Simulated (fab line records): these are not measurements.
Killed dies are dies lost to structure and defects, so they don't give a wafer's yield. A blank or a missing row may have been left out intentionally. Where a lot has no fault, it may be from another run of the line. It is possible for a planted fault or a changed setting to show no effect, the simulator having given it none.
Which tool did it? / flow gf180mcu / 10 lots, 30 wafers sampled, at 6 steps of a route of 602

WHAT EACH GAUGE READ, for each wafer
GF_MIM_RS_MEAS_10: measures by four-point-probe.
lot=L728; measured=day 24 12:55; on=film-metro-01; MIM_ALCU_RS (ohm/sq)=0.1559 0.1581 0.1559
lot=L729; measured=day 24 21:02; on=film-metro-04; MIM_ALCU_RS (ohm/sq)=0.1618 0.1609 0.1619
lot=L731; measured=day 25 19:29; on=film-metro-01; MIM_ALCU_RS (ohm/sq)=0.1609 0.1612 0.1636
lot=L732; measured=day 26 02:49; on=film-metro-01; MIM_ALCU_RS (ohm/sq)=0.1582 0.1568 0.1598
lot=L734; measured=day 26 11:25; on=film-metro-01; MIM_ALCU_RS (ohm/sq)=0.1588 0.1596 0.1584
lot=L733; measured=day 26 12:28; on=film-metro-03; MIM_ALCU_RS (ohm/sq)=0.1632 0.1611 0.1607
lot=L742; measured=day 28 17:52; on=film-metro-04; MIM_ALCU_RS (ohm/sq)=0.1603 0.1622 0.1619
lot=L745; measured=day 29 19:36; on=film-metro-04; MIM_ALCU_RS (ohm/sq)=0.1626 0.1624 0.1716
lot=L746; measured=day 30 03:56; on=film-metro-04; MIM_ALCU_RS (ohm/sq)=0.1605 0.1609 0.1693
lot=L748; measured=day 30 21:24; on=film-metro-01; MIM_ALCU_RS (ohm/sq)=0.1608 0.1594 0.1589

GF_MIM_THK_MEAS_11: measures by xrf.
lot=L728; measured=day 24 13:01; on=film-metro-01; MIM_ALCU_THK (nm)=202.7 199.2 203.3
lot=L729; measured=day 24 21:08; on=film-metro-04; MIM_ALCU_THK (nm)=195.2 196.1 196.4
lot=L731; measured=day 25 19:35; on=film-metro-01; MIM_ALCU_THK (nm)=197.3 198.3 194.1
lot=L732; measured=day 26 02:56; on=film-metro-01; MIM_ALCU_THK (nm)=201.1 201.4 197.5
lot=L734; measured=day 26 11:32; on=film-metro-01; MIM_ALCU_THK (nm)=201.0 198.7 201.1
lot=L733; measured=day 26 12:35; on=film-metro-03; MIM_ALCU_THK (nm)=194.6 197.3 197.0
lot=L742; measured=day 28 17:58; on=film-metro-04; MIM_ALCU_THK (nm)=198.0 195.0 194.9
lot=L745; measured=day 29 19:42; on=film-metro-04; MIM_ALCU_THK (nm)=193.6 193.5 184.7
lot=L746; measured=day 30 04:02; on=film-metro-04; MIM_ALCU_THK (nm)=196.4 195.9 187.3
lot=L748; measured=day 30 21:30; on=film-metro-01; MIM_ALCU_THK (nm)=197.6 199.4 199.9

EACH LOT AND THE TOOL THAT RAN IT (in order: tool; ch and the chambers of the sampled wafers; start)
lot=L728; GF_V4_ETCH_16=rie-diel-01 ch 2,3, day 24 11:02; GF_MIM_CVD_05=pecvd-02 ch 0,2, day 24 12:41; GF_MIM_SPUTTER_08=pvd-sputter-01, day 24 12:50; GF_MIM_SPUTTER_09=pvd-sputter-01, day 24 12:51
lot=L729; GF_V4_ETCH_16=rie-diel-03 ch 0,2,3, day 24 19:05; GF_MIM_CVD_05=pecvd-01 ch 0,2, day 24 20:49; GF_MIM_SPUTTER_08=pvd-sputter-02, day 24 20:57; GF_MIM_SPUTTER_09=pvd-sputter-02, day 24 20:58
lot=L731; GF_V4_ETCH_16=rie-diel-01 ch 2,3, day 25 17:38; GF_MIM_CVD_05=pecvd-04 ch 0,1, day 25 19:15; GF_MIM_SPUTTER_08=pvd-sputter-02, day 25 19:23; GF_MIM_SPUTTER_09=pvd-sputter-02, day 25 19:25
lot=L732; GF_V4_ETCH_16=rie-diel-04 ch 0,1,2, day 26 01:02; GF_MIM_CVD_05=pecvd-04 ch 1,2, day 26 02:37; GF_MIM_SPUTTER_08=pvd-sputter-01, day 26 02:45; GF_MIM_SPUTTER_09=pvd-sputter-01, day 26 02:46
lot=L734; GF_V4_ETCH_16=rie-diel-04 ch 0,1,3, day 26 09:38; GF_MIM_CVD_05=pecvd-02 ch 0,2, day 26 11:13; GF_MIM_SPUTTER_08=pvd-sputter-02, day 26 11:22; GF_MIM_SPUTTER_09=pvd-sputter-02, day 26 11:23
lot=L733; GF_V4_ETCH_16=rie-diel-01 ch 1,2,3, day 26 10:41; GF_MIM_CVD_05=pecvd-04 ch 0,2, day 26 12:16; GF_MIM_SPUTTER_08=pvd-sputter-02, day 26 12:23; GF_MIM_SPUTTER_09=pvd-sputter-02, day 26 12:25
lot=L742; GF_V4_ETCH_16=rie-diel-01 ch 1,2,3, day 28 15:59; GF_MIM_CVD_05=pecvd-01 ch 0,1,2, day 28 17:39; GF_MIM_SPUTTER_08=pvd-sputter-03, day 28 17:47; GF_MIM_SPUTTER_09=pvd-sputter-03, day 28 17:49
lot=L745; GF_V4_ETCH_16=rie-diel-03 ch 0,1, day 29 17:26; GF_MIM_CVD_05=pecvd-01 ch 1,2, day 29 19:22; GF_MIM_SPUTTER_08=pvd-sputter-02, day 29 19:30; GF_MIM_SPUTTER_09=pvd-sputter-02, day 29 19:32
lot=L746; GF_V4_ETCH_16=rie-diel-01 ch 1,3, day 30 01:47; GF_MIM_CVD_05=pecvd-02 ch 0,2, day 30 03:43; GF_MIM_SPUTTER_08=pvd-sputter-02, day 30 03:51; GF_MIM_SPUTTER_09=pvd-sputter-02, day 30 03:53
lot=L748; GF_V4_ETCH_16=rie-diel-03 ch 1,2, day 30 19:35; GF_MIM_CVD_05=pecvd-01 ch 1,2, day 30 21:10; GF_MIM_SPUTTER_08=pvd-sputter-03, day 30 21:18; GF_MIM_SPUTTER_09=pvd-sputter-03, day 30 21:19
- GF_V4_ETCH_16: etches BARC in N2/H2.
- GF_MIM_CVD_05: deposits Si3N4, target thk 42 nm, time 29.086 s.
- GF_MIM_SPUTTER_08: material AlCu, target thk 200 nm, time 10.6 s.
- GF_MIM_SPUTTER_09: material TiN, target thk 35 nm, time 29.2 s.

AS READ BY THE TOOLS THEMSELVES (means over the sampled wafers that have a number; for cases with no such wafer, the mark the record gives instead)
GF_V4_ETCH_16.
lot=L728; tool=rie-diel-01; drypump-motor-current-A (A)=5.4; oes-product-au (a.u.)=0.856; throttle-valve-pct (%)=13.222
lot=L729; tool=rie-diel-03; drypump-motor-current-A (A)=5.8; oes-product-au (a.u.)=0.852; throttle-valve-pct (%)=13.229
lot=L731; tool=rie-diel-01; drypump-motor-current-A (A)=5.5; oes-product-au (a.u.)=0.853; throttle-valve-pct (%)=13.240
lot=L732; tool=rie-diel-04; drypump-motor-current-A (A)=5.7; oes-product-au (a.u.)=0.857; throttle-valve-pct (%)=13.231
lot=L734; tool=rie-diel-04; drypump-motor-current-A (A)=5.5; oes-product-au (a.u.)=0.852; throttle-valve-pct (%)=13.232
lot=L733; tool=rie-diel-01; drypump-motor-current-A (A)=5.6; oes-product-au (a.u.)=0.856; throttle-valve-pct (%)=13.221
lot=L742; tool=rie-diel-01; drypump-motor-current-A (A)=5.6; oes-product-au (a.u.)=0.855; throttle-valve-pct (%)=13.221
lot=L745; tool=rie-diel-03; drypump-motor-current-A (A)=5.2; oes-product-au (a.u.)=0.856; throttle-valve-pct (%)=13.229
lot=L746; tool=rie-diel-01; drypump-motor-current-A (A)=5.6; oes-product-au (a.u.)=0.858; throttle-valve-pct (%)=13.224
lot=L748; tool=rie-diel-03; drypump-motor-current-A (A)=4.9; oes-product-au (a.u.)=0.852; throttle-valve-pct (%)=13.228

GF_MIM_CVD_05.
lot=L728; tool=pecvd-02; heater-power-w (W)=714
lot=L729; tool=pecvd-01; heater-power-w (W)=510
lot=L731; tool=pecvd-04; heater-power-w (W)=816
lot=L732; tool=pecvd-04; heater-power-w (W)=789
lot=L734; tool=pecvd-02; heater-power-w (W)=688
lot=L733; tool=pecvd-04; heater-power-w (W)=644
lot=L742; tool=pecvd-01; heater-power-w (W)=541
lot=L745; tool=pecvd-01; heater-power-w (W)=521
lot=L746; tool=pecvd-02; heater-power-w (W)=645
lot=L748; tool=pecvd-01; heater-power-w (W)=528

GF_MIM_SPUTTER_08.
lot=L728; tool=pvd-sputter-01; throttle-valve-pct (%)=29.2
lot=L729; tool=pvd-sputter-02; throttle-valve-pct (%)=29.2
lot=L731; tool=pvd-sputter-02; throttle-valve-pct (%)=29.2
lot=L732; tool=pvd-sputter-01; throttle-valve-pct (%)=30.0
lot=L734; tool=pvd-sputter-02; throttle-valve-pct (%)=28.5
lot=L733; tool=pvd-sputter-02; throttle-valve-pct (%)=29.1
lot=L742; tool=pvd-sputter-03; throttle-valve-pct (%)=29.4
lot=L745; tool=pvd-sputter-02; throttle-valve-pct (%)=29.3
lot=L746; tool=pvd-sputter-02; throttle-valve-pct (%)=29.2
lot=L748; tool=pvd-sputter-03; throttle-valve-pct (%)=29.9

GF_MIM_SPUTTER_09.
lot=L728; tool=pvd-sputter-01; throttle-valve-pct (%)=29.1
lot=L729; tool=pvd-sputter-02; throttle-valve-pct (%)=29.2
lot=L731; tool=pvd-sputter-02; throttle-valve-pct (%)=29.0
lot=L732; tool=pvd-sputter-01; throttle-valve-pct (%)=30.1
lot=L734; tool=pvd-sputter-02; throttle-valve-pct (%)=28.4
lot=L733; tool=pvd-sputter-02; throttle-valve-pct (%)=29.3
lot=L742; tool=pvd-sputter-03; throttle-valve-pct (%)=29.5
lot=L745; tool=pvd-sputter-02; throttle-valve-pct (%)=29.2
lot=L746; tool=pvd-sputter-02; throttle-valve-pct (%)=29.2
lot=L748; tool=pvd-sputter-03; throttle-valve-pct (%)=29.9

THE ANSWER, worked out from the rows above alone
Rule: usual is defined by the lots themselves. Put in order of their means at a reading, lots are off if they are a third of the lots or fewer, leave a main group of 4 or more, and stand apart from it by a gap of 3 or more times the standard deviation of the main group's means; of several such gaps the widest counts. Not used: any main group whose means are identical at the precision the tables above print for the reading. A lot without any number at a reading at which 4 lots or more have one is off too. The other lots that the step has rows for count as sound. First the gauges in route order, then the tools' own readings, where a lot's mean is used as printed above. The first step at which some lot is off is used, and at that step the reading that is off furthest; a lot without a number counts as furthest.
No lot is off on any of the readings shown, so nothing can be concluded from this.

WHAT WAS PUT IN BY THE SIMULATOR
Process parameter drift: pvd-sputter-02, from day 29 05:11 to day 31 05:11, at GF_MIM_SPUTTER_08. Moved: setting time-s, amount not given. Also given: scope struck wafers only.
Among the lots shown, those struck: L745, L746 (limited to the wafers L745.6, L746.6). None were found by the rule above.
